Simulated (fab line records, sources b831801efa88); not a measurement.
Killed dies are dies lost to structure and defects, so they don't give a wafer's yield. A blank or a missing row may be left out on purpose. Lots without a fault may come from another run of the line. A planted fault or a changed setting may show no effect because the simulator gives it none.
One fault seen from 2 desks | flow sky130 | each desk has only its own numbers; what lay behind them comes last

THE TOOL OWNER'S DESK: implanter-03
The tool's own readings at SKY_VT_ADJUST_LVTN_IMPLANT_08: means of the sampled wafers that have a number, for each lot that ran on this tool. A lot is out of limits, marked OUT, if its mean lies more than 4 standard deviations from the usual mean; the brackets give that distance.
Columns: A = dose_ions_cm2 at SKY_VT_ADJUST_LVTN_IMPLANT_08, usual 1.5697e+12; B = faraday_current_uA at SKY_VT_ADJUST_LVTN_IMPLANT_08, usual 8.86
lot  | first seen here | A                            | B
L692 | day 7 13:41     | 1.5691e+12                   | 9.01
L696 | day 8 14:48     | 1.5694e+12                   | 8.90
L707 | day 11 22:17    | 2.0336e+12 (+99 or more) OUT | 11.47 (+16) OUT
L708 | day 11 23:21    | 2.0349e+12 (+99 or more) OUT | 11.68 (+18) OUT
L709 | day 12 02:19    | 2.0326e+12 (+99 or more) OUT | 11.34 (+16) OUT
This desk's finding: out of limits on L707, L708, L709; first on L707, day 11 22:17 (dose_ions_cm2 at SKY_VT_ADJUST_LVTN_IMPLANT_08). In limits: L692, L696.

THE METROLOGY DESK
What the gauges read, lot by lot, whatever tool the lot ran on: means of the sampled wafers that have a number. A lot is out of limits, marked OUT, if its mean lies more than 4 standard deviations from the usual mean; the brackets give that distance.
Columns: A = NWELL_01_OVL at SKY_NWELL_OVL_MEAS_23, usual -1.3 nm; B = VT_ADJUST_LVTN_OVL at SKY_VT_ADJUST_LVTN_OVL_MEAS_07, usual -0.6 nm; C = VT_ADJUST_LVTN_TW at SKY_VT_ADJUST_LVTN_TW_MEAS_10, usual 244
lot  | first seen here | A    | B    | C
L692 | day 5 22:01     | -0.9 | -2.2 | 243
L695 | day 6 17:14     | -0.4 | -0.4 | 239
L696 | day 6 20:51     | -2.9 | -2.2 | 248
L698 | day 7 06:10     | -0.4 | 0.1  | 248
L699 | day 7 14:41     | -0.5 | -0.9 | 249
L703 | day 8 12:33     | 0.1  | -2.7 | 244
L707 | day 9 22:45     | -1.7 | -2.3 | 258
L708 | day 9 23:46     | -0.4 | -0.9 | 258
L709 | day 10 03:42    | -0.7 | -0.2 | 261 (+4.3) OUT
L711 | day 10 12:39    | -3.0 | -0.1 | 248
L712 | day 10 20:00    | -1.3 | 0.0  | 242
L713 | day 11 00:20    | -1.7 | -0.6 | 244
This desk's finding: out of limits on L709; first on L709, day 12 02:34 (VT_ADJUST_LVTN_TW at SKY_VT_ADJUST_LVTN_TW_MEAS_10). In limits: L692, L695, L696, L698, L699, L703, L707, L708, L711, L712, L713.

PUT TOGETHER
The tool owner's desk could have raised an alarm at day 11 22:17, on L707, L708, L709.
The metrology desk could have raised an alarm at day 12 02:34, on L709.
The metrology desk has L707, L708 on record, within its limits.
Of the lots named, all ran SKY_VT_ADJUST_LVTN_IMPLANT_08 on implanter-03.

WHAT THE SIMULATOR HAD PUT IN
Process parameter drift: implanter-03, from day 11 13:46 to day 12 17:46, at SKY_VT_ADJUST_LVTN_IMPLANT_08. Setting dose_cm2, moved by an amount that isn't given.
Lots struck among those shown: L707, L708, L709.
Hours from the fault's start to each desk's first reading out of limits: the tool owner's desk, 9; the metrology desk, 13.
